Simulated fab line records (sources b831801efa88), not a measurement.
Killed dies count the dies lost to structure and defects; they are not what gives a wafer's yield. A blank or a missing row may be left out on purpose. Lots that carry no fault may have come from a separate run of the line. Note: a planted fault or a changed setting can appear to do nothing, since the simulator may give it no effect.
Which tool is to blame? / flow gf180mcu / Sampling: 13 lots, 39 wafers, 2 of 602 route steps

WHAT THE GAUGES READ, wafer by wafer
GF_V5_RS_MEAS_24: measurement is done with a four-point probe.
lot=L957; measured=day 27 14:29; on=filmMetro-04; V5_W_RS (ohm/sq)=0.334 0.332 0.336
lot=L958; measured=day 27 17:29; on=filmMetro-04; V5_W_RS (ohm/sq)=0.332 0.326 0.327
lot=L959; measured=day 28 01:07; on=filmMetro-03; V5_W_RS (ohm/sq)=0.331 0.329 0.329
lot=L961; measured=day 29 09:17; on=filmMetro-04; V5_W_RS (ohm/sq)=0.331 0.328 0.333
lot=L963; measured=day 29 12:43; on=filmMetro-03; V5_W_RS (ohm/sq)=0.326 0.328 0.324
lot=L965; measured=day 30 08:27; on=filmMetro-04; V5_W_RS (ohm/sq)=0.330 0.331 0.330
lot=L967; measured=day 30 12:08; on=filmMetro-04; V5_W_RS (ohm/sq)=0.327 0.326 0.325
lot=L974; measured=day 32 13:57; on=filmMetro-02; V5_W_RS (ohm/sq)=0.328 0.333 0.326
lot=L975; measured=day 32 14:16; on=filmMetro-04; V5_W_RS (ohm/sq)=0.332 0.332 0.331
lot=L976; measured=day 33 06:27; on=filmMetro-02; V5_W_RS (ohm/sq)=0.331 0.332 0.330
lot=L978; measured=day 33 11:56; on=filmMetro-02; V5_W_RS (ohm/sq)=0.333 0.337 0.336
lot=L977; measured=day 33 13:19; on=filmMetro-04; V5_W_RS (ohm/sq)=0.329 0.327 0.330
lot=L979; measured=day 33 16:05; on=filmMetro-03; V5_W_RS (ohm/sq)=0.322 0.328 0.330

WHAT TOOL EACH LOT RAN ON (gives the tool, then ch and the chambers of the sampled wafers, and finally the start)
lot=L957; GF_V5_SPUTTER_21=pvdSputter-04, day 27 14:14
lot=L958; GF_V5_SPUTTER_21=pvdSputter-01, day 27 17:15
lot=L959; GF_V5_SPUTTER_21=pvdSputter-01, day 28 00:55
lot=L961; GF_V5_SPUTTER_21=pvdSputter-01, day 29 09:04
lot=L963; GF_V5_SPUTTER_21=pvdSputter-04, day 29 12:29
lot=L965; GF_V5_SPUTTER_21=pvdSputter-01, day 30 08:11
lot=L967; GF_V5_SPUTTER_21=pvdSputter-01, day 30 11:55
lot=L974; GF_V5_SPUTTER_21=pvdSputter-01, day 32 13:43
lot=L975; GF_V5_SPUTTER_21=pvdSputter-01, day 32 14:02
lot=L976; GF_V5_SPUTTER_21=pvdSputter-04, day 33 06:13
lot=L978; GF_V5_SPUTTER_21=pvdSputter-01, day 33 11:43
lot=L977; GF_V5_SPUTTER_21=pvdSputter-04, day 33 13:07
lot=L979; GF_V5_SPUTTER_21=pvdSputter-01, day 33 15:52
- GF_V5_SPUTTER_21: material Ti, target thk 15 nm, time 80.02 s.

AS READ BY THE TOOLS THEMSELVES (means over the sampled wafers that have a number; for cases with no such wafer, the mark the record gives instead)
GF_V5_SPUTTER_21.
lot=L957; tool=pvdSputter-04; throttleValvePct (%)=29.1
lot=L958; tool=pvdSputter-01; throttleValvePct (%)=30.4
lot=L959; tool=pvdSputter-01; throttleValvePct (%)=29.9
lot=L961; tool=pvdSputter-01; throttleValvePct (%)=29.6
lot=L963; tool=pvdSputter-04; throttleValvePct (%)=29.9
lot=L965; tool=pvdSputter-01; throttleValvePct (%)=29.9
lot=L967; tool=pvdSputter-01; throttleValvePct (%)=29.6
lot=L974; tool=pvdSputter-01; throttleValvePct (%)=30.0
lot=L975; tool=pvdSputter-01; throttleValvePct (%)=30.3
lot=L976; tool=pvdSputter-04; throttleValvePct (%)=30.0
lot=L978; tool=pvdSputter-01; throttleValvePct (%)=29.7
lot=L977; tool=pvdSputter-04; throttleValvePct (%)=29.4
lot=L979; tool=pvdSputter-01; throttleValvePct (%)=29.7

THE ANSWER, worked out from the rows above alone
Rule: what is usual is taken from the lots themselves. Put in order of their means at a reading, lots are off if they are a third of the lots or fewer, leave a main group of 4 or more, and stand apart from it by a gap of 3 or more times the standard deviation of the main group's means; of several such gaps the widest counts. A main group is skipped when, at the precision printed for the reading in the tables above, its means are all equal. Also off: a lot with no number at a reading for which 4 or more lots have one. The other lots that the step has rows for count as sound. Order of review: gauges by route order, followed by the tools' own readings, for which a lot's mean as printed above is used. The first step at which some lot is off is used, and at that step the reading that is off furthest; a lot without a number counts as furthest.
No lot is off on any of the readings shown, so nothing can be concluded from this.

WHAT HAD BEEN PUT IN BY THE SIMULATOR
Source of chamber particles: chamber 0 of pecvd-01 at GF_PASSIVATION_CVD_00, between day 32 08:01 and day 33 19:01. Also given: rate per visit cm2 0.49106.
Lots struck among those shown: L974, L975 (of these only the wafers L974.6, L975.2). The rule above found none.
